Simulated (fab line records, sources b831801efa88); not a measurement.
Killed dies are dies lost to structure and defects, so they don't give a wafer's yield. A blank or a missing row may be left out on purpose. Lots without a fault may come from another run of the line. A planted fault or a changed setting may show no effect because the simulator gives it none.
Split-lot experiment | flow sky130 | 5 lots, 23 wafers read, on a route of 708 steps

THE SPLIT
At SKY_VIA4_CMP_02 (polishes SiO2), the setting leave_above_ref_nm was moved away from the recipe's 580 nm on 8 of the 23 wafers read, by -7.0% to +7.4%. The other wafers ran this setting at the recipe's value.

The file shows no step between the split and the reading.

THE READING
oes_product_au, in a.u., at SKY_VIA4_ETCH_12 (etches SiO2 in C4F8/O2/Ar, stops on TiN, target depth 580 nm). Fault-free wafers of this fab line usually give 0.928 a.u., standard deviation 0.0049 a.u..

wafer  | tool, chamber at the split | leave_above_ref_nm as run, nm | against the recipe | oes_product_au, a.u. | against lot-mates on the recipe
L076.1 | cmp-01, 0                  | 580                           | recipe             | 0.921                | -
L076.3 | cmp-01, 2                  | 623.2                         | +7.4%              | 0.975                | +0.051
L076.4 | cmp-01, 1,2                | 623.2                         | +7.4%              | 0.955                | +0.031
L076.5 | cmp-01, 3                  | 580                           | recipe             | 0.927                | -
L076.6 | cmp-01, 1,2                | 623.2                         | +7.4%              | 0.975                | +0.051
L077.1 | cmp-01, 3                  | 580                           | recipe             | 0.926                | -
L077.2 | cmp-01, 1                  | 580                           | recipe             | 0.924                | -
L077.3 | cmp-01, 0                  | 580                           | recipe             | 0.936                | -
L077.4 | cmp-01, 2                  | 618.6                         | +6.7%              | 0.956                | +0.027
L077.5 | cmp-01, 1                  | 618.6                         | +6.7%              | 0.960                | +0.031
L079.1 | cmp-02, 3                  | 539.5                         | -7.0%              | 0.880                | -0.049
L079.2 | cmp-02, 0,1                | 539.5                         | -7.0%              | 0.886                | -0.043
L079.3 | cmp-02, 0,1                | 539.5                         | -7.0%              | 0.895                | -0.034
L079.5 | cmp-02, 2                  | 580                           | recipe             | 0.925                | -
L079.6 | cmp-02, 3                  | 580                           | recipe             | 0.933                | -
L081.1 | cmp-01, 2                  | 580                           | recipe             | 0.912                | -
L081.2 | cmp-01, 3                  | 580                           | recipe             | 0.936                | -
L081.5 | cmp-01, 0                  | 580                           | recipe             | 0.934                | -
L084.2 | cmp-02, 2                  | 580                           | recipe             | 0.931                | -
L084.3 | cmp-02, 0                  | 580                           | recipe             | 0.929                | -
L084.4 | cmp-02, 1                  | 580                           | recipe             | 0.930                | -
L084.5 | cmp-02, 0                  | 580                           | recipe             | 0.928                | -
L084.6 | cmp-02, 1                  | 580                           | recipe             | 0.928                | -
Where a row lists several chambers, the file gives one row for several wafers and doesn't say which wafer went through which chamber.

THE FIT
A straight line over all 23 wafers: oes_product_au changes by +0.00542 a.u. for each +1% of leave_above_ref_nm; r = +0.96; the points scatter about the line by 0.0069 a.u..
The same after taking each lot's own level away (the mean of its wafers on the recipe; 23 wafers): +0.00566 a.u. for each +1%; r = +0.96; scatter 0.007 a.u..
On that fit, the largest move of leave_above_ref_nm shifts the reading by 0.042 a.u..
The lots' own levels span 0.9240 to 0.9292 a.u., that is 1.1 times the standard deviation above.
So the lot-to-lot level changes the slope little: the two slopes agree.
Check: with one of the wafers moved furthest among these (+7.4%) left out of the fit, the line predicts +0.0396 a.u. for it against its lot-mates. It came out at +0.051 a.u. against them.

OTHER SPLITS ON THESE WAFERS
These wafers also went through other splits before the reading. Each is held against what the fit with the lots' levels taken away leaves over:
other split on the same wafers | wafers away from the commonest value | r with oes_product_au (lot level and that fit taken away)
SKY_VIA3_ETCH_15 source_w      | 10                                   | -0.09
SKY_CAP2M_METAL_ETCH_13 time_s | 4                                    | -0.15

THE WHOLE CHAIN: every reading that the file lists as answering this split, in the file's order
step             | what it does                                                 | reading                                                                        | change (the file's fit)                   | r (the file's)
SKY_VIA4_CMP_02  | polishes SiO2                                                | SiO2_of_VIA4_HDPCVD_00.thk_nm (the simulator's own value, which no gauge read) | +5.54 nm for each +1% of the setting      | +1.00
SKY_VIA4_ETCH_12 | etches SiO2 in C4F8/O2/Ar, stops on TiN, target depth 580 nm | oes_product_au                                                                 | +0.00553 a.u. for each +1% of the setting | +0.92
SKY_VIA4_ETCH_12 | etches SiO2 in C4F8/O2/Ar, stops on TiN, target depth 580 nm | VIA4.feature_depth_nm (the simulator's own value, which no gauge read)         | +5.67 nm for each +1% of the setting      | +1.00

THE FILE'S OWN FIT
oes_product_au changes by +0.00553 a.u. for each +1% of leave_above_ref_nm, r = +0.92.
